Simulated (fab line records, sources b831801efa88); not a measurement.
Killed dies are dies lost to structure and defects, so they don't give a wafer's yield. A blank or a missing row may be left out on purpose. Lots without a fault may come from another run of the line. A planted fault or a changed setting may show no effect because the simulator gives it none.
A struck lot beside a sound one | flow sky130 | 15 steps out of a route of 708
Sound: wafers L186.1, L186.2, L186.6. Struck: wafers L189.1, L189.4, L189.5. The cause comes at the end.
At each step with rows: each side's tool, then ch and its chambers, then its first start. Under that, the readings that differ: sound wafers | struck wafers | difference of the means | sigmas: that difference in standard deviations of wafers without a fault.
alike: readings whose means differ by less than 2 such deviations, and words and numbers that are the same on both sides. not compared: withheld readings, readings that some wafer has no value for, bounds like >300 that may hide the same value, and numbers for which the record gives no deviation and whose values overlap.
The two part at a step that has a row with sigmas, a row that says differs or no value, or rows on one side only. Numbers that don't overlap but have no deviation are shown without sigmas and don't part them. A reading that every wafer of one side lacks parts them only if that side has two wafers or more.

SKY_LOCAL_INTERCONNECT_CD_MEAS_11: target cd 170 nm.
  sound on cd_sem-02, day 31 20:50; struck on cd_sem-02, day 32 11:56
  alike: cd_nm
SKY_LOCAL_INTERCONNECT_OVL_MEAS_12:
  sound on overlay-01, day 31 20:57; struck on overlay-01, day 32 12:03
  alike: LOCAL_INTERCONNECT_OVL
SKY_LOCAL_INTERCONNECT_ETCH_13: etches BARC in N2/H2, stops on SiO2, time 45.9 s, target depth 60 nm.
  sound on rie_metal-01 ch 0,1, day 31 20:59; struck on rie_metal-01 ch 0,1, day 32 12:05
  alike: drypump_motor_current_A, oes_product_au, rf_fwd_power_W, throttle_valve_pct
  not compared: rf_hours_counter_h
SKY_LOCAL_INTERCONNECT_METAL_ETCH_14: etches TiN in Cl2/BCl3, stops on PSG, target depth 110 nm, time 31.4 s.
  sound on rie_metal-01 ch 0,1, day 31 21:03; struck on rie_metal-01 ch 0,1, day 32 12:09
  reading               | sound             | struck            | difference | sigmas
  oes_product_au (a.u.) | 0.938 0.939 0.943 | 0.961 0.955 0.952 | +0.016     | +2
  alike: drypump_motor_current_A, rf_fwd_power_W, throttle_valve_pct
  not compared: rf_hours_counter_h
SKY_LOCAL_INTERCONNECT_STRIP_15: strips in O2/N2.
  sound on plasma_asher-03 ch 0,1, day 31 21:06; struck on plasma_asher-02 ch 0,1, day 32 12:12
  alike: drypump_motor_current_A, oes_product_au, strip_time_to_endpoint_s
  not compared: rf_hours_counter_h
then, 3 steps without rows for these wafers: SKY_LOCAL_INTERCONNECT_STRIP_16 (strips in post etch residue remover, time 1200 s); SKY_LOCAL_INTERCONNECT_CLEAN_17 (cleans in IPA, time 180 s); SKY_LOCAL_INTERCONNECT_CLEAN_18 (cleans in O3/DIW).
SKY_CONTACT_CVD_00: deposits Si3N4, target thk 75 nm.
  sound on pecvd-01 ch 0,1,2, day 31 21:41; struck on pecvd-01 ch 1,2, day 32 12:48
  alike: heater_power_w, rf_fwd_power_W
SKY_CONTACT_THK_MEAS_01:
  sound on film_metro-02, day 31 21:43; struck on film_metro-03, day 32 12:51
  alike: CONTACT_CVD_00_THK
then, 1 step without rows for these wafers: SKY_CONTACT_HDPCVD_02 (deposits SiO2, target thk 565 nm, time 94.2 s).
SKY_CONTACT_THK_MEAS_03:
  sound on film_metro-04, day 31 21:51; struck on film_metro-04, day 32 12:59
  alike: CONTACT_HDPCVD_THK
SKY_CONTACT_CMP_04: polishes SiO2.
  sound on cmp-02 ch 0,2, day 31 21:58; struck on cmp-01 ch 0,1, day 32 13:05
  reading                 | sound             | struck            | difference | sigmas
  head_pressure_psi (psi) | 4.015 4.001 4.002 | 3.329 3.338 3.317 | -0.678     | -68
  motor_current_A (A)     | 11.6 10.9 11.7    | 9.7 10.1 9.2      | -1.7       | -2
  time_to_endpoint_s (s)  | 81 81 81          | 104 101 99        | +20        | +5
SKY_CONTACT_BOW_MEAS_05:
  sound on film_metro-02, day 31 22:13; struck on film_metro-04, day 32 13:20
  alike: CONTACT_BOW
-- the record jumps here: 15 days lie between the struck wafers' starts before and after (it left off in module CONTACT and takes up again in module PAD_OPEN, whose first step shown is number 708 of the route) --
SKY_PAD_OPEN_PROBE_99:
  the record has rows for the struck wafers here (prober-01, day 47 09:56) and none for the sound ones

WHERE THEY PART
First at SKY_LOCAL_INTERCONNECT_METAL_ETCH_14; last, within this record, at SKY_PAD_OPEN_PROBE_99.

WHY: what the simulator had put in
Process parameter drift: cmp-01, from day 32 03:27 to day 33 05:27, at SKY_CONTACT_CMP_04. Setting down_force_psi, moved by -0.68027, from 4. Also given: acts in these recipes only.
